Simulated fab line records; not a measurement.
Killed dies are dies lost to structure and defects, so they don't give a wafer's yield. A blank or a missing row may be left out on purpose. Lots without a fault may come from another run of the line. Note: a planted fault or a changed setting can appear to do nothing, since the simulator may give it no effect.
Which tool was responsible? -- flow sfq line -- 42 wafers from 14 lots sampled at 4 of the route's 325 steps

== WHAT EACH GAUGE READ, for each wafer ==
SFQ_M2_RS_MEAS_914: measurement is done with a four-point probe.
lot,measured,on,M2_NB_RS (ohm/sq)
L136,day 23 19:25,film metro-01,0.889 0.898 0.888
L137,day 24 01:23,film metro-02,0.894 0.867 0.886
L139,day 24 21:47,film metro-02,0.886 0.886 0.887
L140,day 25 00:11,film metro-02,0.889 0.894 0.889
L142,day 25 23:00,film metro-02,0.893 0.894 0.885
L143,day 26 15:48,film metro-02,0.877 0.888 0.879
L145,day 27 13:31,film metro-02,0.877 0.892 0.888
L146,day 28 10:13,film metro-01,0.896 0.894 0.896
L147,day 29 05:33,film metro-02,0.895 0.897 0.887
L150,day 30 14:22,film metro-01,0.884 0.895 0.897
L153,day 30 21:19,film metro-02,0.893 0.896 0.908
L155,day 31 03:20,film metro-03,0.898 0.884 0.899
L158,day 31 10:29,film metro-01,0.896 0.889 0.878
L159,day 33 23:50,film metro-03,0.896 0.893 0.903

SFQ_M4_RS_MEAS_924: measurement is done with a four-point probe.
lot,measured,on,M4_NB_RS (ohm/sq)
L136,day 43 11:04,film metro-02,0.892 0.883 0.888
L137,day 43 15:14,film metro-02,0.896 0.901 0.890
L139,day 44 08:53,film metro-02,0.884 0.896 0.887
L140,day 44 13:41,film metro-03,0.891 0.889 0.890
L142,day 45 05:19,film metro-01,0.886 0.895 0.891
L143,day 45 11:19,film metro-02,0.889 0.893 0.905
L145,day 46 17:17,film metro-03,0.898 0.893 0.885
L146,day 48 00:29,film metro-02,0.881 0.891 0.888
L147,day 48 01:42,film metro-02,0.881 0.878 0.883
L150,day 48 22:06,film metro-01,0.881 0.902 0.888
L153,day 49 12:26,film metro-03,1.060 0.884 0.878 1.060 0.887 0.878
L155,day 49 19:39,film metro-01,0.888 0.882 1.053 0.888 0.882 1.052
L158,day 50 11:14,film metro-01,0.907 0.912 0.914
L159,day 51 22:52,film metro-01,0.877 0.888 0.872

== WHICH TOOL RAN EACH LOT (tool, then ch and the chambers of the sampled wafers, then the start) ==
lot,SFQ_TRILAYER_I2_CMP_CMP_064,SFQ_TRILAYER_M4_DEP_SPUTTER_091
L136,"cmp-01 ch 1,2,3, day 30 14:31","pvd sputter-06, day 43 10:57"
L137,"cmp-01 ch 0,1,2, day 30 20:05","pvd sputter-04, day 43 15:09"
L139,"cmp-02 ch 0,1,2, day 31 15:48","pvd sputter-05, day 44 08:48"
L140,"cmp-01 ch 0,2,3, day 31 20:47","pvd sputter-04, day 44 13:36"
L142,"cmp-02 ch 0,1,2, day 33 04:16","pvd sputter-06, day 45 05:12"
L143,"cmp-01 ch 0,1,2, day 33 15:47","pvd sputter-05, day 45 11:12"
L145,"cmp-01 ch 0,1, day 34 08:47","pvd sputter-05, day 46 17:12"
L146,"cmp-02 ch 0,1, day 35 03:09","pvd sputter-04, day 48 00:24"
L147,"cmp-02 ch 0,2,3, day 35 21:09","pvd sputter-06, day 48 01:36"
L150,"cmp-02 ch 0,1, day 37 06:09","pvd sputter-05, day 48 21:59"
L153,"cmp-02 ch 1,2,3, day 37 18:09","pvd sputter-04, day 49 12:19"
L155,"cmp-01 ch 0,3, day 38 00:05","pvd sputter-04, day 49 19:31"
L158,"cmp-01 ch 0,1,2, day 38 09:05","pvd sputter-05, day 50 11:07"
L159,"cmp-02 ch 0,3, day 40 09:09","pvd sputter-06, day 51 22:46"
- SFQ_TRILAYER_I2_CMP_CMP_064: polishes SiO2.
- SFQ_TRILAYER_M4_DEP_SPUTTER_091: material Nb, target thk 200 nm, time 133.3 s.

== WHAT THE TOOLS THEMSELVES READ (means of the sampled wafers that have a number; where no wafer has one, the mark that the record gives instead) ==
SFQ_TRILAYER_I2_CMP_CMP_064.
lot,tool,motor current A (A),time to endpoint s (s)
L136,cmp-01,10.8,212
L137,cmp-01,10.7,213
L139,cmp-02,9.3,208
L140,cmp-01,11.4,216
L142,cmp-02,9.4,209
L143,cmp-01,11.0,209
L145,cmp-01,11.0,213
L146,cmp-02,9.7,205
L147,cmp-02,9.9,206
L150,cmp-02,9.6,216
L153,cmp-02,9.6,205
L155,cmp-01,12.0,221
L158,cmp-01,11.1,210
L159,cmp-02,10.9,211

SFQ_TRILAYER_M4_DEP_SPUTTER_091.
lot,tool,throttle valve pct (%)
L136,pvd sputter-06,30.3
L137,pvd sputter-04,30.5
L139,pvd sputter-05,30.0
L140,pvd sputter-04,30.5
L142,pvd sputter-06,30.8
L143,pvd sputter-05,30.9
L145,pvd sputter-05,31.0
L146,pvd sputter-04,30.0
L147,pvd sputter-06,30.9
L150,pvd sputter-05,30.9
L153,pvd sputter-04,30.1
L155,pvd sputter-04,30.3
L158,pvd sputter-05,29.7
L159,pvd sputter-06,30.2

== THE ANSWER, worked out from the rows above alone ==
Rule: the lots themselves supply what counts as usual. The widest of any qualifying gaps counts: lots, ordered by their means at a reading, are off when they make up no more than a third of the lots, leave a main group of 4 or more, and stand apart from it by 3 or more times the standard deviation of that group's means. If all means in a main group match to the digits the tables above print for the reading, that group is not used. A lot without any number at a reading at which 4 lots or more have one is off too. The other lots that the step has rows for count as sound. The gauges are gone through in route order, then the tools' own readings, and for those a lot's mean is taken as printed above. The first step at which some lot is off is used, and at that step the reading that is off furthest; a lot without a number counts as furthest.
Off: L153, L155, at SFQ_M4_RS_MEAS_924 (M4_NB_RS). Mean 0.891 ohm/sq and standard deviation 0.0078 in the main group.
A tool fits if, at a process step before that reading, it ran every lot that is off, and no sound lot after the first of them. The gauges at SFQ_M4_RS_MEAS_924 are tried like those tools. One fits: pvd sputter-04 at SFQ_TRILAYER_M4_DEP_SPUTTER_091. A fault onset in the window from L146 (day 48 00:24, its last sound lot) to L153 (day 49 12:19, its first lot off) fits.

== WHAT THE SIMULATOR HAD INSERTED ==
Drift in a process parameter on pvd sputter-04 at SFQ_TRILAYER_M4_DEP_SPUTTER_091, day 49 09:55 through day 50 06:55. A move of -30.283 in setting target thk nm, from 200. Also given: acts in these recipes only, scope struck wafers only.
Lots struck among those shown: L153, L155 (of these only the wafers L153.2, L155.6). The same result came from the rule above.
